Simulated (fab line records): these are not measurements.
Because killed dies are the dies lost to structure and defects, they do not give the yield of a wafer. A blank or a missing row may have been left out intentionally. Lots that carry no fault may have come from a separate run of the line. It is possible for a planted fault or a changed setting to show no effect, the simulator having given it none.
Which tool is to blame? + flow sky130 + 12 lots, 36 wafers sampled, at 5 steps of a route of 708

## WHAT EACH GAUGE READ, for each wafer
SKY_VIA4_THK_MEAS_01.
| lot  | measured     | on           | VIA4_HDPCVD_THK (nm) |
|------|--------------|--------------|----------------------|
| L571 | day 41 11:58 | filmMetro-01 | 1716 1723 1720       |
| L574 | day 42 10:44 | filmMetro-01 | 1417 1412 1410       |
| L576 | day 43 01:48 | filmMetro-02 | 1345 1385 1390       |
| L583 | day 45 07:41 | filmMetro-01 | 1705 1765 1728       |
| L585 | day 45 19:07 | filmMetro-02 | 1770 1758 1760       |
| L584 | day 46 01:49 | filmMetro-03 | 1727 1731 1752       |
| L587 | day 46 11:57 | filmMetro-01 | 1744 1749 1741       |
| L586 | day 46 12:44 | filmMetro-01 | 1751 1737 1748       |
| L588 | day 46 18:47 | filmMetro-02 | 1720 1742 1741       |
| L589 | day 46 20:43 | filmMetro-01 | 1790 1786 1768       |
| L590 | day 47 08:57 | filmMetro-03 | 1766 1760 1761       |
| L594 | day 47 13:31 | filmMetro-01 | 1747 1725 1730       |

SKY_VIA4_RS_MEAS_19: measures by four-point-probe.
| lot  | measured     | on           | VIA4_W_RS (ohm/sq)   |
|------|--------------|--------------|----------------------|
| L571 | day 42 12:07 | filmMetro-01 | 0.2265 0.2256 0.2241 |
| L574 | day 43 10:34 | filmMetro-01 | 0.2234 0.2225 0.2267 |
| L576 | day 44 01:31 | filmMetro-03 | 0.2274 0.2266 0.2255 |
| L583 | day 46 05:22 | filmMetro-02 | 0.2280 0.2241 0.2266 |
| L585 | day 46 16:28 | filmMetro-02 | 0.2295 0.2261 0.2252 |
| L584 | day 46 22:31 | filmMetro-02 | 0.2287 0.2271 0.2302 |
| L587 | day 47 08:59 | filmMetro-02 | 0.2283 0.2248 0.2305 |
| L586 | day 47 10:06 | filmMetro-01 | 0.2284 0.2266 0.2251 |
| L588 | day 47 13:07 | filmMetro-02 | 0.2259 0.2246 0.2229 |
| L589 | day 47 13:16 | filmMetro-01 | 0.2250 0.2252 0.2239 |
| L590 | day 48 01:02 | filmMetro-03 | 0.2285 0.2275 0.2289 |
| L594 | day 48 09:46 | filmMetro-03 | 0.2249 0.2225 0.2231 |

## EACH LOT AND THE TOOL THAT RAN IT (in order: tool; ch and the chambers of the sampled wafers; start)
| lot  | SKY_METAL4_SPUTTER_00       | SKY_CAP2M_CVD_00                | SKY_VIA4_HDPCVD_00               |
|------|-----------------------------|---------------------------------|----------------------------------|
| L571 | pvdSputter-03, day 39 09:32 | pecvd-04 ch 0,1,2, day 39 09:41 | hdpcvd-02 ch 0,2, day 41 11:46   |
| L574 | pvdSputter-03, day 40 10:28 | pecvd-04 ch 1,2, day 40 10:38   | hdpcvd-02 ch 1,2, day 42 10:34   |
| L576 | pvdSputter-03, day 41 00:54 | pecvd-01 ch 0,1, day 41 01:03   | hdpcvd-02 ch 0,1,2, day 43 01:37 |
| L583 | pvdSputter-01, day 43 10:16 | pecvd-01 ch 0,1,2, day 43 10:26 | hdpcvd-01 ch 1,2, day 45 07:30   |
| L585 | pvdSputter-01, day 43 21:01 | pecvd-01 ch 0,1,2, day 43 21:11 | hdpcvd-02 ch 0,2, day 45 18:55   |
| L584 | pvdSputter-01, day 44 05:16 | pecvd-04 ch 0,1,2, day 44 05:26 | hdpcvd-01 ch 0,1, day 46 01:38   |
| L587 | pvdSputter-03, day 44 15:16 | pecvd-01 ch 1,2, day 44 15:26   | hdpcvd-01 ch 0,2, day 46 11:46   |
| L586 | pvdSputter-03, day 44 16:58 | pecvd-01 ch 0,1, day 44 17:07   | hdpcvd-01 ch 0,1, day 46 12:28   |
| L588 | pvdSputter-04, day 44 23:05 | pecvd-04 ch 0,2, day 44 23:14   | hdpcvd-02 ch 1,2, day 46 18:36   |
| L589 | pvdSputter-01, day 45 00:25 | pecvd-01 ch 0,1,2, day 45 00:35 | hdpcvd-02 ch 0,1,2, day 46 20:37 |
| L590 | pvdSputter-03, day 45 04:01 | pecvd-01 ch 1,2, day 45 04:10   | hdpcvd-02 ch 0,2, day 47 08:46   |
| L594 | pvdSputter-03, day 45 20:08 | pecvd-01 ch 1,2, day 45 20:17   | hdpcvd-02 ch 0,1,2, day 47 13:14 |
- SKY_METAL4_SPUTTER_00: material Ti, target thk 15 nm, time 10 s.
- SKY_CAP2M_CVD_00: deposits SiO2, target thk 15.5 nm.
- SKY_VIA4_HDPCVD_00: deposits SiO2, target thk 1750 nm, time 291.7 s.

## AS READ BY THE TOOLS THEMSELVES (means over the sampled wafers that have a number; for cases with no such wafer, the mark the record gives instead)
SKY_METAL4_SPUTTER_00.
| lot  | tool          | throttleValvePct (%) |
|------|---------------|----------------------|
| L571 | pvdSputter-03 | 29.3                 |
| L574 | pvdSputter-03 | 29.5                 |
| L576 | pvdSputter-03 | 30.1                 |
| L583 | pvdSputter-01 | 28.7                 |
| L585 | pvdSputter-01 | 28.3                 |
| L584 | pvdSputter-01 | 29.1                 |
| L587 | pvdSputter-03 | 29.9                 |
| L586 | pvdSputter-03 | 29.5                 |
| L588 | pvdSputter-04 | 30.6                 |
| L589 | pvdSputter-01 | 29.2                 |
| L590 | pvdSputter-03 | 29.8                 |
| L594 | pvdSputter-03 | 29.5                 |

SKY_CAP2M_CVD_00.
| lot  | tool     | heaterPowerW (W) |
|------|----------|------------------|
| L571 | pecvd-04 | 697              |
| L574 | pecvd-04 | 681              |
| L576 | pecvd-01 | 660              |
| L583 | pecvd-01 | 718              |
| L585 | pecvd-01 | 718              |
| L584 | pecvd-04 | 736              |
| L587 | pecvd-01 | 736              |
| L586 | pecvd-01 | 729              |
| L588 | pecvd-04 | 690              |
| L589 | pecvd-01 | 748              |
| L590 | pecvd-01 | 787              |
| L594 | pecvd-01 | 774              |

SKY_VIA4_HDPCVD_00.
| lot  | tool      | sih4FlowSccm (sccm) |
|------|-----------|---------------------|
| L571 | hdpcvd-02 | 59.87               |
| L574 | hdpcvd-02 | 47.96               |
| L576 | hdpcvd-02 | 47.94               |
| L583 | hdpcvd-01 | 59.97               |
| L585 | hdpcvd-02 | 59.93               |
| L584 | hdpcvd-01 | 59.87               |
| L587 | hdpcvd-01 | 60.00               |
| L586 | hdpcvd-01 | 59.99               |
| L588 | hdpcvd-02 | 59.97               |
| L589 | hdpcvd-02 | 60.14               |
| L590 | hdpcvd-02 | 60.15               |
| L594 | hdpcvd-02 | 60.02               |

## THE ANSWER, worked out from the rows above alone
Rule: usual is defined by the lots themselves. Put in order of their means at a reading, lots are off if they are a third of the lots or fewer, leave a main group of 4 or more, and stand apart from it by a gap of 3 or more times the standard deviation of the main group's means; of several such gaps the widest counts. A main group whose means are all the same, to the digits that the tables above print for the reading, isn't used. Also off: a lot with no number at a reading for which 4 or more lots have one. The other lots that the step has rows for count as sound. Order of review: gauges by route order, followed by the tools' own readings, for which a lot's mean as printed above is used. The first step at which some lot is off is used, and at that step the reading that is off furthest; a lot without a number counts as furthest.
Off: at SKY_VIA4_THK_MEAS_01 (VIA4_HDPCVD_THK), L574, L576. The main group has a mean of 1745 nm with a standard deviation of 17.
If a tool, at a process step before that reading, ran all the lots that are off and no sound lot after the first of them, it fits. The gauges at SKY_VIA4_THK_MEAS_01 aren't tried: what is off there is off at SKY_VIA4_HDPCVD_00 too, on other tools, and a gauge's error can't cause that. Of those tried, none fits.

## WHAT THE SIMULATOR HAD INSERTED
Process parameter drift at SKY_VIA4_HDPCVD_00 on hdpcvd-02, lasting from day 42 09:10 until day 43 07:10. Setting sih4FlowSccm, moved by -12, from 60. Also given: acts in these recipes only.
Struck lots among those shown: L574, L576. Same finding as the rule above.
